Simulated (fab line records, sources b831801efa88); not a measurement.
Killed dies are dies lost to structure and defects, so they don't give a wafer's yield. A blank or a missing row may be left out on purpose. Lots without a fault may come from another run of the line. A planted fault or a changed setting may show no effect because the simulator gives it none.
fab line records | flow sky130
record lots=10 wafers=30 last_day=50
route steps=708 shown VIA3@596 CAP2M@607 METAL4@631 PAD_OPEN@708
lots that met no fault: from a run of the same line without faults
start_h: hours from the record's first day to the start of the lot's first wafer shown | wait_h: hours since the lot's step before | " the same as in the row above | L1.1+2: a row that stands for several wafers | - no value, or no start given | * or withheld: withheld | < > ~ a bound
route shown NAME@n: a module of which the file shows steps, and the number in the route of the first | usual: mean/standard deviation of fault-free wafers | same: alike in all rows | chamber/n: place in a boat | sites: the reading at each site | _std_site: their standard deviation | _edge_site: outer sites' mean less inner sites' | radius_mm: how far each site lies from the wafer's centre | mask NAME#n: copy n | behind: the tool/chamber that last shaped the wafer | hold: why the lot was held/for how many hours/how that ended | device: the transistor (n, p or np) that didn't switch | end of line: the same wafers' tests at the end of the route | a step without rows: its recipe alone | killed: dies lost to structure and defects at the first sort, not the wafer's yield | map: a wafer's dies, x killed, . not, _ none there
set.NAME: the setting as run; set.NAME@STEP: as run at that earlier step | model.NAME: the simulator's own value behind a step, which no gauge read
steps of the route over a sample of lots; a table a step, a row a wafer
services: from which hour (start_h, from the record's first day; less than 0 if before it) a tool's chamber was out of use, for how many hours, and why
## steps
# step SKY_VIA3_THK_MEAS_23
# recipe thk_meas_gauge=xrf reads=W_of_VIA3_CVD_21
# usual VIA3_W_THK=380/6.3
# columns lot.wafer tool chamber start_h wait_h VIA3_W_THK[nm]
L391.2 film_metro-04 - 967.09 0.1 389
L391.3 " - " " 391
L391.4 " - " " 383
L395.1 film_metro-04 - 983.88 0.1 388
L395.4 " - " " 386
L395.6 " - " " 387
L397.3 film_metro-02 - 993.79 0.1 378
L397.4 " - " " 377
L397.5 " - " " 375
L399.2 film_metro-01 - 1009.94 0.1 381
L399.3 " - " " 374
L399.6 " - " " 377
L404.1 film_metro-04 - 1041.87 0.1 385
L404.2 " - " " 376
L404.4 " - " " 383
L405.1 film_metro-04 - 1047.80 0.1 379
L405.2 " - " " 377
L405.4 " - " " 378
L408.3 film_metro-02 - 1060.84 0.1 384
L408.4 " - " " 384
L408.5 " - " " 380
L409.1 film_metro-02 - 1067.46 0.1 379
L409.2 " - " " 382
L409.5 " - " " 379
L410.2 film_metro-02 - 1086.78 0.1 376
L410.5 " - " " 379
L410.6 " - " " 372
L411.1 film_metro-01 - 1087.54 0.1 380
L411.2 " - " " 371
L411.6 " - " " 380
# step SKY_CAP2M_THK_MEAS_04
# recipe thk_meas_gauge=xrf reads=TiN_of_CAP2M_SPUTTER_02
# usual CAP2M_TIN_THK=199.8/2.4
# columns lot.wafer tool chamber start_h wait_h CAP2M_TIN_THK[nm]
L391.2 film_metro-02 - 967.92 0.1 198.5
L391.3 " - " " 197.3
L391.4 " - " " 202.0
L395.1 film_metro-02 - 984.71 0.1 198.7
L395.4 " - " " 199.6
L395.6 " - " " 199.4
L397.3 film_metro-02 - 994.61 0.1 201.4
L397.4 " - " " 199.1
L397.5 " - " " 199.9
L399.2 film_metro-04 - 1010.91 0.1 203.9
L399.3 " - " " 203.3
L399.6 " - " " 203.1
L404.1 film_metro-04 - 1042.69 0.1 202.2
L404.2 " - " " 201.1
L404.4 " - " " 201.2
L405.1 film_metro-02 - 1048.63 0.1 203.0
L405.2 " - " " 199.1
L405.4 " - " " 199.0
L408.3 film_metro-03 - 1061.67 0.1 200.3
L408.4 " - " " 198.8
L408.5 " - " " 199.8
L409.1 film_metro-04 - 1068.39 0.1 201.5
L409.2 " - " " 199.0
L409.5 " - " " 199.0
L410.2 film_metro-02 - 1087.62 0.1 198.9
L410.5 " - " " 202.6
L410.6 " - " " 202.3
L411.1 film_metro-02 - 1088.92 0.1 199.1
L411.2 " - " " 200.8
L411.6 " - " " 200.3
# step SKY_METAL4_DESCUM_15
# recipe chemistry=O2 source_power_w=150 bias_power_w=0 pressure_mtorr=10 temp_c=40 time_s=8
# usual chamber_pressure_mTorr=10.001/0.01 drypump_motor_current_A=6.1/0.3 oes_product_au=0.989/0.0093
# columns lot.wafer tool chamber start_h wait_h chamber_pressure_mTorr drypump_motor_current_A oes_product_au rf_hours_counter_h
L391.2 rie_metal-03 1 1014.62 0.0 9.996 6.2 0.989 20
L391.3 " 1 " " 9.985 6.2 1.001 -
L391.4 " 0 " " 9.986 6.1 0.994 -
L395.1 rie_metal-04 0 1032.20 0.0 9.999 6.2 0.984 4
L395.4 " 0 " " 9.983 6.1 0.975 -
L395.6 " 1 " " 9.989 6.5 0.993 -
L397.3 rie_metal-02 1 1040.21 0.0 10.034 5.4 1.001 -
L397.4 " 0 " " 10.003 6.2 0.993 -
L397.5 " 0 " " 10.000 6.2 0.998 -
L399.2 rie_metal-02 0 1056.85 0.0 10.013 6.2 0.994 20
L399.3 " 0 " " 9.993 6.3 0.981 -
L399.6 " 0 " " 10.007 6.3 0.978 -
L404.1 rie_metal-03 0 1086.00 0.0 10.010 6.1 0.970 14
L404.2 " 1 " " 9.997 6.2 0.993 25
L404.4 " 1 " " 10.012 6.2 0.989 -
L405.1 rie_metal-03 1 1091.57 0.0 9.989 6.2 0.980 26
L405.2 " 0 " " 9.987 6.1 0.985 14
L405.4 " 1 " " 9.992 6.2 0.999 -
L408.3 rie_metal-03 0 1103.11 0.0 10.005 6.1 0.979 -
L408.4 " 1 " " 9.999 6.2 0.987 -
L408.5 " 0 " " 9.991 6.1 0.985 -
L409.1 rie_metal-03 0 1111.12 0.0 9.995 6.1 0.989 16
L409.2 " 1 " " 10.001 6.2 0.998 27
L409.5 " 0 " " 10.000 6.1 0.993 -
L410.2 rie_metal-04 0 1129.02 0.0 10.018 6.1 0.996 11
L410.5 " 0 " " 10.010 6.2 0.990 -
L410.6 " 1 " " 9.985 6.5 0.979 -
L411.1 rie_metal-04 0 1130.05 0.0 9.989 6.1 1.000 11
L411.2 " 1 " " 9.987 6.5 0.991 25
L411.6 " 0 " " 9.995 6.1 0.995 -
# step SKY_METAL4_ETCH_16
# recipe chemistry=N2/H2 target=BARC ion_energy_ev=200 bias_w=100 pressure_mtorr=30 n2_flow_sccm=100 h2_flow_sccm=200 icp_w=500 stop_on=SiO2 time_s=88.2 target_depth_a=600
# usual chamber_pressure_mTorr=29.999/0.027 drypump_motor_current_A=6.1/0.3 oes_product_au=0.626/0.0044 run_length_s=116.5/0.38 throttle_valve_pct=13.204/0.0089
# columns lot.wafer tool chamber start_h wait_h chamber_pressure_mTorr drypump_motor_current_A oes_product_au rf_hours_counter_h run_length_s throttle_valve_pct
L391.2 rie_metal-03 1 1014.65 0.0 29.991 6.2 0.633 20 116.4 13.202
L391.3 " 1 " " 29.974 6.2 0.628 - 116.4 13.207
L391.4 " 0 " " 29.985 6.1 0.626 - 115.9 13.183
L395.1 rie_metal-04 0 1032.23 0.0 30.034 6.1 0.624 4 116.8 13.203
L395.4 " 0 " " 29.998 6.1 0.626 - 116.5 13.198
L395.6 " 1 " " 30.028 6.5 0.626 - 117.2 13.209
L397.3 rie_metal-02 1 1040.26 0.0 29.960 5.4 0.576 - 137.4 13.191
L397.4 " 0 " " 30.059 6.3 0.574 - 137.7 13.229
L397.5 " 0 " " 30.004 6.3 0.579 - 137.8 13.215
L399.2 rie_metal-02 0 1056.88 0.0 30.008 6.3 0.582 20 138.4 13.207
L399.3 " 0 " " 30.020 6.2 0.586 - 137.8 13.210
L399.6 " 0 " " 29.987 6.3 0.574 - 137.7 13.206
L404.1 rie_metal-03 0 1086.03 0.0 30.009 6.1 0.624 14 115.9 13.183
L404.2 " 1 " " 29.949 6.2 0.627 25 116.3 13.197
L404.4 " 1 " " 29.950 6.2 0.621 - 116.4 13.205
L405.1 rie_metal-03 1 1091.60 0.0 29.975 6.2 0.619 26 116.5 13.205
L405.2 " 0 " " 29.990 6.1 0.616 14 115.8 13.213
L405.4 " 1 " " 30.005 6.2 0.611 - 117.0 13.202
L408.3 rie_metal-03 0 1103.16 0.0 29.982 6.1 0.634 - 116.4 13.199
L408.4 " 1 " " 29.993 6.2 0.624 - 116.6 13.191
L408.5 " 0 " " 30.016 6.1 0.624 - 116.2 13.186
L409.1 rie_metal-03 0 1111.16 0.0 30.024 6.1 0.623 16 116.3 13.212
L409.2 " 1 " " 29.959 6.2 0.627 27 116.7 13.204
L409.5 " 0 " " 29.985 6.1 0.621 - 115.9 13.201
L410.2 rie_metal-04 0 1129.06 0.0 29.993 6.1 0.629 11 116.5 13.202
L410.5 " 0 " " 30.016 6.1 0.631 - 116.5 13.211
L410.6 " 1 " " 30.023 6.5 0.629 - 116.9 13.204
L411.1 rie_metal-04 0 1130.08 0.0 29.952 6.2 0.619 11 116.6 13.219
L411.2 " 1 " " 30.015 6.5 0.630 25 116.9 13.203
L411.6 " 0 " " 30.023 6.1 0.623 - 116.6 13.202
# step SKY_METAL4_ETCH_17
# recipe target=SiO2 stop_on=TiN chemistry=C4F8/O2/Ar source_w=1500 bias_w=1200 pressure_mtorr=40 c4f8_flow_sccm=withheld O2_flow_sccm=6 Ar_flow_sccm=300 time_s=3.9 target_depth_a=150
# usual chamber_pressure_mTorr=39.99/0.076 oes_product_au=0.755/0.0076
# columns lot.wafer tool chamber start_h wait_h chamber_pressure_mTorr oes_product_au rf_hours_counter_h
L391.2 rie_diel-04 1 1014.75 0.1 40.02 0.756 10
L391.3 " 2 " " 40.02 0.763 23
L391.4 " 0 " " 40.07 0.751 21
L395.1 rie_diel-04 3 1032.33 0.1 40.02 0.751 15
L395.4 " 1 " " 39.94 0.763 10
L395.6 " 1 " " 40.02 0.765 -
L397.3 rie_diel-02 1 1040.33 0.0 39.98 0.729 6
L397.4 " 2 " " 39.99 0.738 13
L397.5 " 1 " " 39.99 0.731 -
L399.2 rie_diel-02 3 1056.98 0.1 39.98 0.747 13
L399.3 " 0 " " 39.95 0.726 12
L399.6 " 1 " " 40.09 0.725 -
L404.1 rie_diel-04 1 1086.13 0.1 39.97 0.753 12
L404.2 " 3 " " 39.95 0.744 16
L404.4 " 2 " " 39.98 0.752 26
L405.1 rie_diel-02 3 1091.70 0.1 40.03 0.754 14
L405.2 " 2 " " 40.02 0.754 14
L405.4 " 1 " " 39.99 0.753 7
L408.3 rie_diel-02 0 1103.23 0.0 39.98 0.734 13
L408.4 " 1 " " 39.98 0.750 8
L408.5 " 0 " " 39.93 0.761 -
L409.1 rie_diel-01 0 1111.25 0.1 40.04 0.758 24
L409.2 " 3 " " 39.98 0.749 19
L409.5 " 1 " " 40.00 0.748 -
L410.2 rie_diel-04 0 1129.15 0.1 40.00 0.756 25
L410.5 " 2 " " 39.98 0.757 -
L410.6 " 1 " " 40.02 0.761 -
L411.1 rie_diel-04 0 1130.18 0.1 40.04 0.740 25
L411.2 " 3 " " 40.02 0.768 18
L411.6 " 0 " " 39.93 0.756 -
# step SKY_PAD_OPEN_PROBE_99
# usual defect_limited_yield=82.4/1.9 killed_at_M0_to_M3=44/7.1 killed_at_M4_up=3.5/2 killed_at_contacts=24/5.3 killed_at_front_end=15/4.8 killed_at_other=0.1/0.35 killed_dies=86/9.3 killed_on_rim=17/4 killed_open=47/7.8 killed_short=39/5.9 sort_bin_3_pad_short=0.8/0.42 sort_bin_5_function=10.3/1.4 sort_bin_6_memory=6.4/1.1 sort_bin_8_speed=0.00/0.034 sort_n_pass=406/9.3 sort_yield_pct=82.4/1.9
# same gross_dies=492 killed_at_back_side=0 sort_bin_4_leakage[%]=0
# columns lot.wafer tool chamber start_h wait_h defect_limited_yield[%] killed_at_M0_to_M3 killed_at_M4_up killed_at_contacts killed_at_front_end killed_at_other killed_dies killed_on_rim killed_open killed_short sort_bin_3_pad_short[%] sort_bin_5_function[%] sort_bin_6_memory[%] sort_bin_8_speed[%] sort_n_pass sort_yield_pct[%]
L391.2 prober-02 - 1106.46 0.1 83.3 43 5 18 16 0 82 13 51 31 0.4 10.4 5.9 0 410 83.3
L391.3 prober-02 - 1106.51 0.2 83.3 43 3 20 16 0 82 14 45 37 0.2 9.8 6.7 0 410 83.3
L391.4 prober-02 - 1106.56 0.2 82.5 46 2 27 11 0 86 14 43 43 1.2 10.2 6.1 0 406 82.5
L397.3 prober-01 - 1130.46 0.2 86.0 33 3 16 17 0 69 17 37 32 0.8 8.7 4.5 0 423 86.0
L397.4 prober-01 - 1130.51 0.2 83.7 38 7 20 15 0 80 16 43 37 0.6 10.4 5.3 0 412 83.7
L397.5 prober-01 - 1130.56 0.2 82.5 40 9 21 16 0 86 13 51 35 1.0 9.8 6.7 0 406 82.5
# killed by level:class
L391.2 VIA1:geometric_particle:open=14 CONTACT:geometric_particle:open=8 LI_CONTACT:geometric_particle:open=6 VIA1:geometric_particle:short=6 FIELD_ISO:geometric_particle:short=4 FIELD_ISO:geometric_particle:open=4 METAL1:geometric_particle:short=4 METAL2:geometric_particle:short=4
L391.3 LI_CONTACT:geometric_particle:open=8 VIA1:geometric_particle:open=7 POLY_GATE:geometric_particle:open=6 METAL2:geometric_particle:short=6 VIA2:geometric_particle:open=5 FIELD_ISO:geometric_particle:open=4 METAL1:geometric_particle:short=4 CONTACT:geometric_particle:open=4
L391.4 CONTACT:geometric_particle:open=12 LI_CONTACT:geometric_particle:open=10 VIA1:geometric_particle:open=10 VIA1:geometric_particle:short=10 FIELD_ISO:geometric_particle:short=6 METAL1:geometric_particle:short=6 METAL2:geometric_particle:short=5 CONTACT:geometric_particle:short=3
L397.3 VIA1:geometric_particle:open=9 CONTACT:geometric_particle:open=6 FIELD_ISO:geometric_particle:short=5 FIELD_ISO:geometric_particle:open=4 POLY_GATE:geometric_particle:open=4 METAL1:geometric_particle:short=4 VIA1:geometric_particle:short=4 VIA2:geometric_particle:open=4
L397.4 VIA1:geometric_particle:open=9 CONTACT:geometric_particle:open=8 VIA1:geometric_particle:short=7 FIELD_ISO:geometric_particle:open=6 LI_CONTACT:geometric_particle:open=6 METAL2:geometric_particle:short=5 VIA2:geometric_particle:open=5 METAL4:geometric_particle:short=5
L397.5 VIA1:geometric_particle:open=13 CONTACT:geometric_particle:open=8 VIA1:geometric_particle:short=8 METAL4:geometric_particle:short=6 LI_CONTACT:geometric_particle:open=5 FIELD_ISO:geometric_particle:short=4 POLY_GATE:geometric_particle:open=4 METAL2:geometric_particle:open=4
## services
# columns tool chamber start_h hours kind
rie_diel-01 0 998.69 10.5 repair
rie_metal-04 0 1001.86 5.7 repair
rie_diel-02 2 1002.76 2.9 repair
rie_metal-04 1 1017.43 2.9 repair
rie_diel-01 2 1019.84 11.0 repair
rie_diel-02 0 1021.29 15.8 repair
rie_diel-01 - 1027.57 0.4 repair
rie_metal-02 - 1030.54 4.2 repair
rie_metal-02 1 1034.24 5.7 repair
rie_diel-02 2 1036.29 4.0 repair
rie_diel-02 - 1063.59 4.3 pm
rie_metal-02 - 1065.79 1.4 pm
rie_diel-01 2 1073.33 - clean
rie_diel-01 2 1073.33 23.1 scheduled_down
rie_diel-01 2 1073.33 23.1 vent_cycle
rie_metal-03 - 1084.02 1.5 repair
rie_diel-02 - 1091.86 0.4 repair
rie_diel-02 - 1094.31 2.8 pm
rie_diel-01 1 1098.98 2.5 repair
rie_metal-03 1 1099.45 3.2 repair
rie_metal-03 1 1126.81 5.6 repair
## key
first_sign step=SKY_METAL4_ETCH_16 reading=run_length_s direction=up sigmas=55 usual=* struck=*
effect step=SKY_METAL4_ETCH_16 reading=oes_product_au direction=down sigmas=11 usual=0.626 struck=0.579
effect step=SKY_METAL4_ETCH_17 reading=oes_product_au direction=down sigmas=2.9 usual=0.755 struck=0.733
met_at SKY_METAL4_ETCH_16
struck_lots L397,L399
not_acting_at SKY_VIA3_THK_MEAS_23,SKY_CAP2M_THK_MEAS_04,SKY_METAL4_DESCUM_15
fault kind=process_parameter_drift tool=rie_metal-02 chamber=- onset_h=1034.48 steps=SKY_METAL4_ETCH_16 channel=time_s offset=* shape=step end_h=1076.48 acts_in=* stated=*
